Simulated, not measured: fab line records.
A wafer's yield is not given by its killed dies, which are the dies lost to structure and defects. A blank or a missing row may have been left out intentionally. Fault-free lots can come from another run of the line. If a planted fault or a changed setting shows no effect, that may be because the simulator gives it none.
8D (eight disciplines) problem report, filled in by code :: flow gf180mcu :: the parts of the form that need people (team, actions taken, sign-off) are left out

== 1. WHAT WENT WRONG ==
NSD_RS at GF_PSD_RS_MEAS_14 reads a mean of 44.99 ohm/sq on 6 wafers of 2 lots; wafers without a fault read 46.11 ohm/sq with a standard deviation of 0.1. That is -11 standard deviations from the usual mean.
The step: measures by four-point-probe.
The first sign was on wafer L919.1 at day 17 02:23, on filmMetro-03. At this step, 33 wafers from 11 lots have a number in the record. Rule for "out", or "out of limits": more than 4 standard deviations from the usual mean. The other wafers with a number count as sound.

== 2. WHAT IT IS; WHAT IT IS NOT ==
question: which readings at this step
is: NSD_RS
is not: -

question: which lots
is: L919, L920
is not: L910, L911, L915, L917, L926, L928, L930, L931, L932

question: which wafers of those lots
is: all that have a number
is not: -

question: read on which gauges
is: filmMetro-01, filmMetro-03
is not: filmMetro-04

question: when
is: from day 17 02:23
is not: up to then (12 sound wafers); but 15 sound wafers of L926, L928, L930, L931, L932 came after

== 3. WHAT RULES OUT EACH SUSPECT ==
Counting: a tool at any process step up to the reading remains a suspect when it ran all the lots that are out and ran no sound lot after the first of those.
- the gauge at GF_PSD_RS_MEAS_14: ruled out. The wafers that are out were read on 2 gauges (filmMetro-01, filmMetro-03).
- rtpAnneal-02 at GF_PSD_RTA_13 (time 20 s): ruled out as a lasting fault. Sound lots L928, L931 ran on it after its first lot that is out, L919 (day 17 02:18).
Left after counting: nothing in the record.

== 4. THE CAUSE (what the simulator had put in) ==
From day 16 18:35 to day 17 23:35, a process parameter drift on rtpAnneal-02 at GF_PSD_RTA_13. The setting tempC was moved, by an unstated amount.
Counting ruled it out, wrongly: the rule takes a fault to strike every lot that its tool runs from its start on, and this one did not.

== 5. THE CHAIN OF EFFECTS, in route order ==
Each row: a reading where the mean over the struck wafers with a number is more than 3 standard deviations away from the usual. Scope: only readings with a usual standard deviation given in the record; hours: median across lots of the time from each lot's start at the first step in this table that gives one to its start at this step; sigmas: change in usual standard deviations.
hours: 0
step: GF_PSD_RTA_13
reading: wafer_temp_C_max
usual: 1029.5
on struck wafers: 1037.7
change: +8.2
sigmas: +9.4

hours: 0
step: GF_PSD_RS_MEAS_14
reading: NSD_RS
usual: 46.11 ohm/sq
on struck wafers: 44.99
change: -1.12
sigmas: -11

hours: 0
step: GF_PSD_RS_MEAS_15
reading: PSD_RS
usual: 108.45 ohm/sq
on struck wafers: 104.38
change: -4.07
sigmas: -17
The process steps in it:
- GF_PSD_RTA_13: time 20 s.

== 6. WHAT WOULD HAVE CAUGHT IT SOONER ==
The first out-of-limits reading at a measuring or inspecting step in this record came at day 17 02:23, 8 hours after the fault's start at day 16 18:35.
Tool's own readings at GF_PSD_RTA_13, wafer_temp_C_max: out on all struck wafers the step has rows for; an alarm limit on them would have tripped on the first.
